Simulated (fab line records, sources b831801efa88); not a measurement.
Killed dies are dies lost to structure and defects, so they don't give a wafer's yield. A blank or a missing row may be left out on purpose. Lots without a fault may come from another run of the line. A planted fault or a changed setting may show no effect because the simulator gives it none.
Problem report in the 8D (eight disciplines) form, filled by code | flow sky130 | the parts of the form that need people (team, actions taken, sign-off) are left out

1. THE PROBLEM
killed_at_contacts at SKY_PAD_OPEN_PROBE_99 reads a mean of 216 on 2 wafers of 2 lots; wafers without a fault read 24 with a standard deviation of 5. That is +38 standard deviations from the usual mean.
First seen on wafer L232.2, day 49 17:26, on prober-01. The record holds 15 wafers of 5 lots with a number at this step. Rule for "out", or "out of limits": more than 4 standard deviations from the usual mean. The other wafers with a number count as sound.

2. WHAT IT IS AND WHAT IT IS NOT
question                    | is                                             | is not
which readings at this step | killed_at_contacts, killed_dies, killed_on_rim | killed_at_M0_to_M3, killed_at_M4_up, killed_at_front_end, killed_at_other, killed_open, killed_short
which lots                  | L232, L236                                     | L218, L228, L229
which wafers of those lots  | L232.2, L236.5                                 | L232.3, L232.5, L236.2, L236.4
read on which tools         | prober-01, prober-02                           | -
when                        | from day 49 17:26                              | up to then (9 sound wafers); but 4 sound wafers of L232, L236 came after

3. SUSPECTS, AND WHAT RULES EACH OUT
Counting: a tool at a process step up to the reading stays a suspect if it ran every lot that is out. Sound lots after the first of them don't rule it out here, since some wafers of a struck lot are sound.
- cmp-02 at SKY_CONTACT_CMP_27 (polishes, stops on SiO2, t overpolish 15 s, target thk 0 nm): kept. It ran every lot that is out, first L232 (day 36 20:14); its last sound lot up to then is L228 (day 35 01:29).
- Within cmp-02 at SKY_CONTACT_CMP_27: the wafers that are out ran in chamber 2; their sound lot-mates ran in chambers 0, 1, 3.
Left after counting: cmp-02 at SKY_CONTACT_CMP_27.

4. THE CAUSE (what the simulator had put in)
Chamber particle source: cmp-02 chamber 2, from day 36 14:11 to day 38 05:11, at SKY_CONTACT_CMP_27. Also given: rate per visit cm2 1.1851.
Counting left only this tool.

5. THE CHAIN OF EFFECTS, in route order
Each row: a reading whose mean over the struck wafers that have a number lies more than 3 standard deviations from the usual. Only readings for which the record gives a usual standard deviation are gone through. hours: the time from each lot's start at the first step in this table that gives one to its start at this step, as a median over the lots. sigmas: the change in usual standard deviations.
hours | step                  | reading            | usual | on struck wafers | change | sigmas
0     | SKY_PAD_OPEN_PROBE_99 | killed_at_contacts | 24    | 216              | +192   | +38
0     | SKY_PAD_OPEN_PROBE_99 | killed_dies        | 85    | 268              | +184   | +18
0     | SKY_PAD_OPEN_PROBE_99 | killed_on_rim      | 17    | 54               | +36    | +9.4
The process steps in it:
- SKY_PAD_OPEN_PROBE_99

6. WHAT WOULD HAVE CAUGHT IT SOONER
In this record the first reading out of limits was taken at day 49 17:26, 315 hours after the fault began at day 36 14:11.
Of the tool readings at SKY_CONTACT_CMP_27 for which the record gives a usual standard deviation, none was out on any struck wafer, so an alarm limit of 4 standard deviations on them would not have fired.
All the lots that are out (2) had begun SKY_CONTACT_CMP_27 on cmp-02 by day 49 17:26. A hold on the tool at that time would have spared none of them.
